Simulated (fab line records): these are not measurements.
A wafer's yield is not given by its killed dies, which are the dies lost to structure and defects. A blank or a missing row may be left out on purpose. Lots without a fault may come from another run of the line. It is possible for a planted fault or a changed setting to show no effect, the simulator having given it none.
Comparing a struck lot with a sound one ; flow sky130 ; 15 out of 708 route steps
Sound: the wafers L622.1, L622.3, L622.4. Struck: wafers L615.3, L615.4, L615.5. At the end, the cause is stated.
Order at every step that has rows: each side's tool, ch and its chambers, its first start. Under that, the readings that differ: sound wafers ; struck wafers ; difference of the means ; sigmas: that difference in standard deviations of wafers without a fault.
alike: a reading whose means differ by less than 2 such deviations, as well as words and numbers matching on both sides. not compared: withheld readings; readings where some wafer has no value; bounds like >300 that might hide an equal value; numbers whose values overlap and for which the record gives no deviation.
The two part at a step that has a row with sigmas, a row that says differs or no value, or rows on one side only. Numbers that have no deviation but don't overlap get no sigmas and don't part them. A reading that every wafer of one side lacks parts them only if that side has two wafers or more.

SKY_VIA2_CMP_02: polishes SiO2.
  sound on cmp-01 ch 1,2,3, day 38 22:46; struck on cmp-02 ch 0,1,3, day 36 17:35
  alike: motorCurrentA
SKY_VIA2_BOW_MEAS_03:
  sound on filmMetro-03 at day 38 23:04; struck on filmMetro-02 at day 36 17:52
  alike: VIA2_BOW
then, 8 steps without rows for these wafers: SKY_VIA2_DEHYDRATE_04 (time 60 s); SKY_VIA2_HMDS_05 (prime time 60 s); SKY_VIA2_COAT_06 (resist thk 59.31 nm); SKY_VIA2_COAT_07 (resist thk 450 nm); SKY_VIA2_SOFTBAKE_08 (time 90 s); SKY_VIA2_EXPOSE_09 (exposes mask VIM2, target cd 200 nm); SKY_VIA2_PEB_10; SKY_VIA2_DEVELOP_11 (develop time 60 s).
SKY_VIA2_CD_MEAS_12: the cd target is 200 nm.
  sound on cdSem-01 at day 39 23:43; struck on cdSem-01 at day 37 19:30
  alike: cdNm
SKY_VIA2_OVL_MEAS_13:
  sound on overlay-01 at day 39 23:50; struck on overlay-02 at day 37 19:36
  alike: VIA2_OVL
SKY_VIA2_ETCH_14: etches BARC in N2/H2, stops on SiO2, time 45.9 s, target depth 60 nm.
  sound on rieDiel-01 ch 1,2,3, day 39 23:52; struck on rieDiel-04 ch 0,1,2, day 37 19:37
reading;sound;struck;difference;sigmas
model.KrF-thick_of_VIA2_COAT_07.thkNm (nm);391.6 390.4 390.8;394.1 392.6 394;+2.6;
  alike: chamberPressureMTorr, drypumpMotorCurrentA, oesProductAu, throttleValvePct
  not compared: rfHoursCounterH
SKY_VIA2_ETCH_15: etches SiO2 in C4F8/O2/Ar, stops on TiN, target depth 546 nm, time 84 s.
  sound on rieDiel-01 ch 1,2,3, day 39 23:55; struck on rieDiel-04 ch 0,1,2, day 37 19:40
  alike: chamberPressureMTorr, oesProductAu
  not compared: rfHoursCounterH
-- the record jumps here: 9 days lie between the struck wafers' starts before and after (it left off in module VIA2 and takes up again in module PAD_OPEN, whose first step shown is number 708 of the route) --
SKY_PAD_OPEN_PROBE_99:
  sound on prober-01 at day 48 15:43; struck on prober-01 at day 47 00:36
reading;sound;struck;difference;sigmas
sort_bin_3_pad_short (%);1.0 1.2 1.6;0.4 0.4 0.6;-0.8;-2
  alike: defectLimitedYield, killed_at_M0_to_M3, killed_at_M4_up, killedAtContacts, killedAtFrontEnd, killedAtOther, killedDies, killedOpen, killedShort, sort_bin_5_function, sort_bin_6_memory, sortNPass, sortYieldPct

== WHERE THEY PART ==
Only at SKY_PAD_OPEN_PROBE_99, within this record.

WHY: what had been put in by the simulator
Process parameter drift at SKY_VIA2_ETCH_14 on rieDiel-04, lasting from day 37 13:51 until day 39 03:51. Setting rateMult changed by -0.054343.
